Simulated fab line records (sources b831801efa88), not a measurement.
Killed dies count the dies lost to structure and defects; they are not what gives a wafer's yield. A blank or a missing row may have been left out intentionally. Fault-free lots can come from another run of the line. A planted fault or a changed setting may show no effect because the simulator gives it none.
2 desks, one fault :: flow gf180mcu :: each desk holds nothing but its own numbers, with what lay behind them at the end

FROM THE METROLOGY DESK
Means of the sampled wafers that have a number, per lot and without regard to the tool the lot ran on: this is what the gauges read. If a lot's mean is further than 4 standard deviations from the usual mean, the lot is out of limits and carries the mark OUT (the distance appears in the brackets).
Columns: A = V4_OVL at GF_V4_OVL_MEAS_15, usual -1 nm
lot: L851
first seen here: day 24 17:58
A: 7

lot: L852
first seen here: day 24 22:10
A: -8

lot: L854
first seen here: day 25 13:11
A: 8

lot: L855
first seen here: day 25 18:40
A: 4

lot: L857
first seen here: day 26 13:14
A: -5

lot: L859
first seen here: day 27 03:29
A: -5

lot: L860
first seen here: day 27 06:08
A: -4

lot: L861
first seen here: day 27 21:34
A: 3

lot: L862
first seen here: day 28 05:34
A: 1

lot: L872
first seen here: day 31 03:02
A: 5

lot: L873
first seen here: day 31 05:20
A: -4

lot: L874
first seen here: day 31 13:04
A: 1
Finding of this desk: none of the 12 lots has anything out of limits.

DESK OF THE TOOL OWNER: plasma asher-04
The tool's own readings at GF_TOP_METAL_STRIP_17 (strips in O2/N2): means of the sampled wafers that have a number, for each lot that ran on this tool. If a lot's mean is further than 4 standard deviations from the usual mean, the lot is out of limits and carries the mark OUT (the distance appears in the brackets).
Columns: A = drypump motor current A at GF_TOP_METAL_STRIP_17, usual 5.5 A; B = heater power w at GF_TOP_METAL_STRIP_17, usual 317 W; C = oes product au at GF_TOP_METAL_STRIP_17, usual 0.710 a.u.; D = platen temp c at GF_TOP_METAL_STRIP_17, usual 249.93 C; E = strip time to endpoint s at GF_TOP_METAL_STRIP_17, usual 13.37 s
lot: L854
first seen here: day 29 03:43
A: 5.6
B: 333
C: 0.710
D: 249.94
E: 13.43

lot: L857
first seen here: day 30 00:38
A: 5.3
B: 314
C: 0.715
D: 249.90
E: 13.39

lot: L859
first seen here: day 30 14:46
A: 5.4
B: 324
C: 0.711
D: 249.84
E: 13.39

lot: L860
first seen here: day 30 16:34
A: 5.3
B: 311
C: 0.707
D: 250.04
E: 13.26

lot: L861
first seen here: day 31 06:26
A: 5.4
B: 323
C: 0.709
D: 249.85
E: 13.35

lot: L862
first seen here: day 31 14:28
A: 5.3
B: 310
C: 0.708
D: 249.96
E: 13.27

lot: L872
first seen here: day 34 01:49
A: 5.4
B: 326
C: 0.712
D: 249.96
E: 13.31

lot: L873
first seen here: day 34 04:50
A: 5.4
B: 326
C: 0.706
D: 249.85
E: 13.31

lot: L874
first seen here: day 34 10:58
A: 5.3
B: 316
C: 0.710
D: 250.10
E: 13.33
Finding of this desk: none of the 9 lots has anything out of limits.

ALL TOGETHER
From the metrology desk's view, nothing was out of limits.
Nothing out of limits was seen by the tool owner's desk.

WHAT THE SIMULATOR PUT IN
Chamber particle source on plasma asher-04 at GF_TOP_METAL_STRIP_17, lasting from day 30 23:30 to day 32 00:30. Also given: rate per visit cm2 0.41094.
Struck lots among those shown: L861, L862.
